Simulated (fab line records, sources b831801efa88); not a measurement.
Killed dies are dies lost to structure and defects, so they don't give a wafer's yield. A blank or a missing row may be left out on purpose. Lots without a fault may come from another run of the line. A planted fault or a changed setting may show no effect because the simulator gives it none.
fab line records | flow sky130
record lots=6 wafers=18 last_day=50
route steps=708 shown FIELD_ISO@16 PAD_OPEN@708
lots that met no fault: from a run of the same line without faults
start_h: hours from the record's first day to the start of the lot's first wafer shown | wait_h: hours since the lot's step before | " the same as in the row above | L1.1+2: a row that stands for several wafers | - no value, or no start given | * or withheld: withheld | < > ~ a bound
route shown NAME@n: a module of which the file shows steps, and the number in the route of the first | usual: mean/standard deviation of fault-free wafers | same: alike in all rows | chamber/n: place in a boat | sites: the reading at each site | _std_site: their standard deviation | _edge_site: outer sites' mean less inner sites' | radius_mm: how far each site lies from the wafer's centre | mask NAME#n: copy n | behind: the tool/chamber that last shaped the wafer | hold: why the lot was held/for how many hours/how that ended | device: the transistor (n, p or np) that didn't switch | end of line: the same wafers' tests at the end of the route | a step without rows: its recipe alone | killed: dies lost to structure and defects at the first sort, not the wafer's yield | map: a wafer's dies, x killed, . not, _ none there
set.NAME: the setting as run; set.NAME@STEP: as run at that earlier step | model.NAME: the simulator's own value behind a step, which no gauge read
lots at some steps of the route; a table a step, a row a wafer
services: from which hour (start_h, from the record's first day; less than 0 if before it) a tool's chamber was out of use, for how many hours, and why
## steps
# step SKY_FIELD_ISO_ETCH_15
# recipe chemistry=CHF3/O2 target_depth_nm=180 stop_on=Si source_w=600 bias_w=200 pressure_mtorr=40 chf3_flow_sccm=50 O2_flow_sccm=5 time_s=72
# usual drypump_motor_current_A=5.7/0.34 oes_product_au=0.944/0.0059 throttle_valve_pct=8.843/0.0089
# columns lot.wafer tool chamber start_h wait_h drypump_motor_current_A oes_product_au rf_hours_counter_h throttle_valve_pct
L524.1 rie_diel-04 2 36.02 0.0 6.3 0.946 4 8.838
L524.4 " 0 " " 5.5 0.943 140 8.841
L524.6 " 2 " " 6.4 0.953 - 8.843
L527.1 rie_diel-04 2 49.37 0.0 6.4 0.954 4 8.848
L527.3 " 0 " " 5.5 0.945 140 8.857
L527.5 " 3 " " 5.9 0.943 - 8.852
L531.2 rie_diel-01 0 70.61 0.0 5.5 0.937 147 8.843
L531.4 " 1 " " 5.9 0.939 - 8.844
L531.5 " 0 " " 5.5 0.947 - 8.855
L535.2 rie_diel-02 0 90.67 0.0 5.4 0.947 125 8.845
L535.3 " 3 " " 5.5 0.938 72 8.843
L535.6 " 0 " " 5.4 0.952 - 8.847
L545.1 rie_diel-01 3 145.63 0.0 5.3 0.953 1 8.837
L545.4 " 0 " " 5.6 0.942 148 8.829
L545.6 " 0 " " 5.5 0.944 - 8.853
L546.1 rie_diel-04 2 150.24 0.0 6.4 0.962 6 8.847
L546.2 " 1 " " 5.2 0.946 6 8.830
L546.3 " 3 " " 5.9 0.953 3 8.839
# step SKY_FIELD_ISO_STRIP_16
# recipe chemistry=O2/N2 power_w=1400 pressure_mtorr=1500 platen_temp_c=withheld o2_flow_sccm=3000 n2_flow_sccm=300 overash_fraction=0.5
# usual drypump_motor_current_A=5.5/0.35 oes_product_au=0.378/0.0053 strip_time_to_endpoint_s=3.55/0.038
# columns lot.wafer tool chamber start_h wait_h drypump_motor_current_A oes_product_au rf_hours_counter_h strip_time_to_endpoint_s
L524.1 plasma_asher-01 1 36.08 0.0 5.8 0.375 36 3.51
L524.4 " 0 " " 5.5 0.380 - 3.54
L524.6 " 0 " " 5.4 0.380 - 3.53
L527.1 plasma_asher-01 1 49.43 0.0 5.8 0.391 38 3.58
L527.3 " 1 " " 5.8 0.379 - 3.59
L527.5 " 0 " " 5.5 0.378 - 3.60
L531.2 plasma_asher-04 1 70.67 0.0 5.5 0.377 36 3.51
L531.4 " 1 " " 5.5 0.373 - 3.50
L531.5 " 1 " " 5.5 0.376 - 3.50
L535.2 plasma_asher-03 1 90.73 0.0 5.1 0.378 27 3.58
L535.3 " 1 " " 5.0 0.374 - 3.57
L535.6 " 0 " " 5.1 0.377 - 3.58
L545.1 plasma_asher-01 0 145.69 0.0 5.5 0.380 48 3.52
L545.4 " 0 " " 5.5 0.391 - 3.54
L545.6 " 0 " " 5.4 0.370 - 3.51
L546.1 plasma_asher-03 0 150.30 0.0 5.1 0.379 32 3.51
L546.2 " 1 " " 5.0 0.368 32 3.51
L546.3 " 0 " " 5.0 0.371 - 3.53
# step SKY_FIELD_ISO_ETCH_17
# recipe target_depth_a=3420 mask_material=Si3N4 chemistry=HBr/Cl2/O2 target=Si taper_deg=5 icp_w=600 bias_w=150 pressure_mtorr=15 HBr_flow_sccm=150 Cl2_flow_sccm=40 O2_flow_sccm=6 time_s=97.7
# usual drypump_motor_current_A=5.8/0.57 oes_product_au=0.993/0.014 throttle_valve_pct=25.660/0.013
# columns lot.wafer tool chamber start_h wait_h drypump_motor_current_A oes_product_au rf_hours_counter_h throttle_valve_pct
L524.1 rie_si-01 3 36.18 0.1 5.1 1.009 131 25.654
L524.4 " 2 " " 5.4 0.970 110 25.686
L524.6 " 3 " " 5.1 0.993 - 25.639
L527.1 rie_si-01 2 49.53 0.1 5.4 0.983 110 25.668
L527.3 " 1 " " 5.7 1.004 111 25.641
L527.5 " 0 " " 5.4 0.973 - 25.660
L531.2 rie_si-02 2 70.77 0.1 5.1 0.987 141 25.663
L531.4 " 3 " " 6.4 1.014 3 25.650
L531.5 " 2 " " 5.1 0.994 - 25.644
L535.2 rie_si-02 0 90.83 0.1 6.5 0.988 45 25.660
L535.3 " 2 " " 5.1 0.995 141 25.659
L535.6 " 3 " " 6.4 1.012 - 25.634
L545.1 rie_si-01 3 145.79 0.1 5.1 1.012 132 25.657
L545.4 " 2 " " 5.4 0.984 111 25.661
L545.6 " 3 " " 5.1 1.007 - 25.649
L546.1 rie_si-01 3 150.40 0.1 5.1 1.003 132 25.647
L546.2 " 1 " " 5.7 0.990 112 25.654
L546.3 " 0 " " 5.5 0.972 2 25.654
# step SKY_FIELD_ISO_WET_ETCH_18
# recipe chemistry=H3PO4 target_depth_nm=25 temp_c=160 target=Si3N4 time_s=286
# step SKY_FIELD_ISO_CLEAN_19
# recipe chemistry=SC1/SC2 mix=1:4:20 temp_c=70 time_s=150
# step SKY_FIELD_ISO_CLEAN_20
# recipe chemistry=dHF time_s=20 dilution=100:1
# step SKY_FIELD_ISO_WET_ETCH_21
# recipe chemistry=dHF dilution=100:1 target_depth_nm=20 dry=ipa_marangoni target=SiO2 temp_c=25 time_s=400
# step SKY_FIELD_ISO_OXIDATION_22
# recipe temp_c=950 ambient=O2 stabilise_s=600 purge_s=300 target_thk_a=100 ox_time_s=623
# step SKY_FIELD_ISO_THK_MEAS_23
# recipe reads=SiO2_of_FIELD_ISO_OXIDATION_22
# usual FIELD_ISO_OXIDATION_01_THK=9.98/0.21
# columns lot.wafer tool chamber start_h wait_h FIELD_ISO_OXIDATION_01_THK[nm]
L524.1 film_metro-01 - 38.08 0.0 9.69
L524.4 " - " " 9.70
L524.6 " - " " 9.67
L527.1 film_metro-03 - 51.05 0.0 9.93
L527.3 " - " " 9.88
L527.5 " - " " 10.02
L531.2 film_metro-01 - 72.30 0.0 9.96
L531.4 " - " " 10.05
L531.5 " - " " 9.95
L535.2 film_metro-04 - 92.81 0.0 9.91
L535.3 " - " " 9.92
L535.6 " - " " 9.68
L545.1 film_metro-04 - 147.81 0.0 9.95
L545.4 " - " " 10.12
L545.6 " - " " 10.05
L546.1 film_metro-04 - 153.09 0.0 10.27
L546.2 " - " " 10.30
L546.3 " - " " 10.48
# step SKY_FIELD_ISO_CVD_24
# recipe material=SiO2 target_thk_nm=595 temp_c=650 sigma_open_frac=0.3 time_s=99.2 sih4_flow_sccm=60 pressure_mtorr=6
# step SKY_FIELD_ISO_THK_MEAS_25
# recipe reads=SiO2_of_FIELD_ISO_CVD_24
# usual FIELD_ISO_CVD_24_THK=593/6.8
# columns lot.wafer tool chamber start_h wait_h FIELD_ISO_CVD_24_THK[nm]
L524.1 film_metro-03 - 38.22 0.0 592
L524.4 " - " " 587
L524.6 " - " " 580
L527.1 film_metro-04 - 51.18 0.0 597
L527.3 " - " " 592
L527.5 " - " " 594
L531.2 film_metro-04 - 72.43 0.0 591
L531.4 " - " " 595
L531.5 " - " " 599
L535.2 film_metro-03 - 92.95 0.0 605
L535.3 " - " " 600
L535.6 " - " " 600
L545.1 film_metro-03 - 147.94 0.0 590
L545.4 " - " " 596
L545.6 " - " " 578
L546.1 film_metro-01 - 153.22 0.0 583
L546.2 " - " " 581
L546.3 " - " " 595
# step SKY_FIELD_ISO_ANNEAL_26
# recipe temp_c=1000 time_s=1800 ambient=N2
# step SKY_FIELD_ISO_CMP_27
# recipe stop_on=Si3N4 t_overpolish_s=16 down_force_psi=4 platen_rpm=60 target_thk_nm=457.8 pad_velocity_m_s=0.94248
# usual motor_current_A=11.0/1 overpolish_run_s=16.001/0.0082 time_to_endpoint_s=110/4.5
# columns lot.wafer tool chamber start_h wait_h motor_current_A overpolish_run_s time_to_endpoint_s
L524.1 cmp-01 2 39.78 0.0 10.7 15.991 108
L524.4 " 1 " " 12.6 15.999 113
L524.6 " 3 " " 10.9 16.005 110
L527.1 cmp-02 2 53.20 0.0 10.1 16.001 126
L527.3 " 1 " " 11.5 16.003 117
L527.5 " 3 " " 10.8 16.022 115
L531.4 cmp-01 2 74.08 0.1 11.3 15.998 108
L531.2 " 3 " " 10.6 15.997 106
L531.5 " 1 " " 12.7 16.013 111
L535.2 cmp-02 0 94.50 0.0 9.8 15.999 107
L535.3 " 2 " " 9.5 15.991 110
L535.6 " 1 " " 11.9 16.000 107
L545.4 cmp-01 1 150.59 0.0 12.7 16.004 221
L545.1 " 2 " " 10.7 16.000 107
L545.6 " 1 " " 12.3 15.998 104
L546.2 cmp-01 0 154.83 0.1 9.6 16.015 114
L546.1 " 1 " " 12.3 15.988 114
L546.3 " 2 " " 11.1 16.004 223
# step SKY_FIELD_ISO_WET_ETCH_28
# recipe chemistry=dHF target_depth_nm=23.7 target=SiO2 dilution=10:1 temp_c=25 time_s=47
# step SKY_PAD_OPEN_PROBE_99
# usual killed_at_M0_to_M3=44/7.5 killed_at_M4_up=3.2/1.9 killed_at_contacts=23/4.7 killed_at_front_end=15/4.7 killed_at_other=0.4/0.66 killed_dies=87/9.3 killed_open=47/7.2 killed_short=39/6.5
# same gross_dies=492 killed_at_back_side=0
# columns lot.wafer tool chamber start_h wait_h killed_at_M0_to_M3 killed_at_M4_up killed_at_contacts killed_at_front_end killed_at_other killed_dies killed_open killed_short
L524.1 prober-01 - 1078.91 0.1 34 4 25 14 0 77 48 29
L524.4 prober-01 - 1079.06 0.2 52 3 34 8 0 97 57 40
L524.6 prober-01 - 1079.16 0.2 48 2 22 11 2 85 57 28
L527.1 prober-02 - 1107.54 0.1 45 3 30 16 0 94 58 36
L527.3 prober-02 - 1107.64 0.2 28 6 32 24 0 90 38 52
L527.5 prober-02 - 1107.74 0.2 62 3 16 14 0 95 48 47
L531.2 prober-02 - 1131.05 0.1 43 3 23 14 2 85 47 36
L531.4 prober-02 - 1131.15 0.2 43 9 29 8 1 90 58 32
L531.5 prober-02 - 1131.20 0.2 47 5 26 9 0 87 50 37
L535.2 prober-02 - 1149.79 0.1 46 6 26 12 0 90 46 44
L535.3 prober-02 - 1149.84 0.2 34 2 27 12 0 75 44 31
L535.6 prober-02 - 1149.99 0.2 48 5 29 10 1 93 52 41
L546.1 prober-02 - 1199.69 0.1 38 5 22 12 0 77 31 46
L546.2 prober-02 - 1199.74 0.1 43 0 27 16 0 86 44 38
L546.3 prober-02 - 1199.79 0.2 29 2 25 16 0 72 36 36
L545.1 prober-01 - 1201.19 0.1 25 4 15 22 0 66 40 26
L545.4 prober-01 - 1201.34 0.2 38 4 10 16 0 68 32 36
L545.6 prober-01 - 1201.44 0.2 34 7 26 18 0 85 51 34
# killed by level:class
L524.1 CONTACT:geometric_particle:open=10 FIELD_ISO:geometric_particle:open=6 METAL1:geometric_particle:open=6 LI_CONTACT:geometric_particle:open=6 VIA3:geometric_particle:open=6 CONTACT:geometric_particle:short=4 VIA1:geometric_particle:open=4 LOCAL_INTERCONNECT:geometric_particle:open=3
L524.4 VIA1:geometric_particle:open=12 CONTACT:geometric_particle:open=11 VIA2:geometric_particle:open=11 CONTACT:geometric_particle:short=8 METAL1:geometric_particle:short=7 METAL2:geometric_particle:short=7 LI_CONTACT:geometric_particle:open=6 LOCAL_INTERCONNECT:geometric_particle:short=5
L524.6 VIA1:geometric_particle:open=14 CONTACT:geometric_particle:open=13 VIA3:geometric_particle:open=8 VIA2:geometric_particle:open=8 POLY_GATE:geometric_particle:open=7 METAL1:geometric_particle:short=5 VIA1:geometric_particle:short=5 CONTACT:geometric_particle:short=4
L527.1 CONTACT:geometric_particle:open=15 VIA1:geometric_particle:open=14 METAL2:geometric_particle:short=11 LI_CONTACT:geometric_particle:open=6 METAL1:geometric_particle:short=6 FIELD_ISO:geometric_particle:open=5 LOCAL_INTERCONNECT:geometric_particle:short=5 POLY_GATE:geometric_particle:short=4
L527.3 CONTACT:geometric_particle:open=9 FIELD_ISO:geometric_particle:short=7 LI_CONTACT:geometric_particle:open=7 FIELD_ISO:geometric_particle:open=6 METAL2:geometric_particle:short=6 POLY_GATE:geometric_particle:short=5 LI_CONTACT:geometric_particle:short=5 LOCAL_INTERCONNECT:geometric_particle:short=5
L527.5 VIA1:geometric_particle:open=13 METAL2:geometric_particle:short=11 VIA2:geometric_particle:open=10 VIA1:geometric_particle:short=8 VIA3:geometric_particle:open=7 CONTACT:geometric_particle:open=6 CONTACT:geometric_particle:short=5 METAL1:geometric_particle:short=5
L531.2 VIA1:geometric_particle:open=11 CONTACT:geometric_particle:open=9 POLY_GATE:geometric_particle:short=6 LI_CONTACT:geometric_particle:short=6 VIA2:geometric_particle:open=6 LI_CONTACT:geometric_particle:open=5 VIA3:geometric_particle:open=5 METAL2:geometric_particle:short=4
L531.4 LI_CONTACT:geometric_particle:open=12 VIA1:geometric_particle:open=12 CONTACT:geometric_particle:open=9 VIA2:geometric_particle:open=5 VIA2:geometric_particle:short=4 METAL3:geometric_particle:short=4 VIA3:geometric_particle:open=4 METAL4:geometric_particle:short=4
L531.5 VIA1:geometric_particle:open=11 CONTACT:geometric_particle:open=10 LI_CONTACT:geometric_particle:open=8 VIA2:geometric_particle:open=8 VIA1:geometric_particle:short=6 METAL1:geometric_particle:short=4 METAL2:geometric_particle:short=4 METAL2:geometric_particle:open=4
L535.2 VIA1:geometric_particle:open=13 LI_CONTACT:geometric_particle:open=10 CONTACT:geometric_particle:short=6 VIA1:geometric_particle:short=6 VIA3:geometric_particle:open=6 METAL1:geometric_particle:short=5 VIA2:geometric_particle:open=5 FIELD_ISO:geometric_particle:open=4
L535.3 CONTACT:geometric_particle:open=11 VIA1:geometric_particle:open=8 VIA3:geometric_particle:open=7 LI_CONTACT:geometric_particle:open=6 CONTACT:geometric_particle:short=5 METAL2:geometric_particle:short=5 VIA2:geometric_particle:open=4 METAL1:geometric_particle:short=4
L535.6 CONTACT:geometric_particle:open=12 VIA1:geometric_particle:open=12 METAL1:geometric_particle:short=8 VIA3:geometric_particle:open=7 LOCAL_INTERCONNECT:geometric_particle:short=6 VIA3:geometric_particle:short=6 LI_CONTACT:geometric_particle:open=5 VIA1:geometric_particle:short=5
L546.1 METAL2:geometric_particle:short=10 LOCAL_INTERCONNECT:geometric_particle:short=6 CONTACT:geometric_particle:open=6 METAL1:geometric_particle:short=5 VIA3:geometric_particle:short=5 VIA3:geometric_particle:open=5 FIELD_ISO:geometric_particle:open=4 LI_CONTACT:geometric_particle:open=4
L546.2 FIELD_ISO:geometric_particle:short=9 CONTACT:geometric_particle:open=9 VIA1:geometric_particle:open=9 METAL2:geometric_particle:short=9 VIA3:geometric_particle:open=7 LI_CONTACT:geometric_particle:open=6 FIELD_ISO:geometric_particle:open=4 LI_CONTACT:geometric_particle:short=4
L546.3 VIA1:geometric_particle:open=8 LI_CONTACT:geometric_particle:open=6 VIA3:geometric_particle:open=6 LOCAL_INTERCONNECT:geometric_particle:short=6 CONTACT:geometric_particle:open=6 METAL2:geometric_particle:short=6 POLY_GATE:geometric_particle:short=5 POLY_GATE:geometric_particle:open=4
L545.1 VIA1:geometric_particle:open=9 POLY_GATE:geometric_particle:short=8 LI_CONTACT:geometric_particle:open=6 POLY_GATE:geometric_particle:open=5 SPACER:geometric_particle:short=3 POLY_CUT:geometric_particle:open=3 METAL4:geometric_particle:short=3 CONTACT:geometric_particle:short=3
L545.4 METAL2:geometric_particle:short=8 VIA2:geometric_particle:open=6 VIA1:geometric_particle:open=6 FIELD_ISO:geometric_particle:short=5 FIELD_ISO:geometric_particle:open=5 CONTACT:geometric_particle:open=4 VIA3:geometric_particle:open=4 LI_CONTACT:geometric_particle:open=3
L545.6 CONTACT:geometric_particle:open=13 METAL2:geometric_particle:short=10 VIA1:geometric_particle:open=7 LI_CONTACT:geometric_particle:open=6 VIA2:geometric_particle:open=6 FIELD_ISO:geometric_particle:open=5 POLY_GATE:geometric_particle:open=5 POLY_GATE:geometric_particle:short=4
## services
# columns tool chamber start_h hours kind
rie_diel-04 - 26.36 2.8 pm
cmp-01 - 29.55 2.3 repair
plasma_asher-03 - 32.41 6.9 repair
rie_diel-02 - 38.45 0.6 repair
rie_si-01 3 51.35 16.0 repair
rie_diel-04 2 52.34 5.3 repair
rie_diel-02 - 57.19 2.8 pm
plasma_asher-03 - 62.47 7.7 repair
cmp-02 - 64.00 4.0 pm
rie_diel-02 - 65.11 15.6 pm
rie_diel-01 3 66.76 - clean
rie_diel-01 3 66.76 13.1 scheduled_down
rie_diel-01 3 66.76 13.1 vent_cycle
cmp-02 - 68.00 - consumable_replace:conditioner
cmp-02 - 68.00 - consumable_replace:pad
rie_si-01 - 69.23 14.6 pm
cmp-02 - 83.30 2.8 repair
plasma_asher-03 - 93.07 11.2 repair
plasma_asher-01 - 118.79 2.6 repair
plasma_asher-03 - 123.14 0.8 repair
cmp-02 - 130.12 5.7 pm
rie_si-02 - 131.38 4.3 pm
rie_diel-04 - 134.78 0.1 repair
rie_diel-02 1 149.91 5.9 repair
## key
first_sign step=SKY_FIELD_ISO_CMP_27 reading=time_to_endpoint_s direction=up sigmas=25 usual=* struck=*
effect none on later readings
met_at SKY_FIELD_ISO_CMP_27
struck_wafers L545.4,L546.3
tester_left_out L545,L546
onset_between 74.08 150.59
fault kind=process_parameter_drift tool=cmp-01 chamber=- onset_h=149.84 steps=SKY_FIELD_ISO_CMP_27 channel=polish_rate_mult offset=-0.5 shape=step end_h=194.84 scope=struck_wafers_only
# tester_left_out: of these lots the tester's yield and bins aren't shown, on N5 and GAA mostly nor the transistor test; their killed dies are dies lost to structure and defects alone, not to doping, threshold or leakage, so they don't give the yield
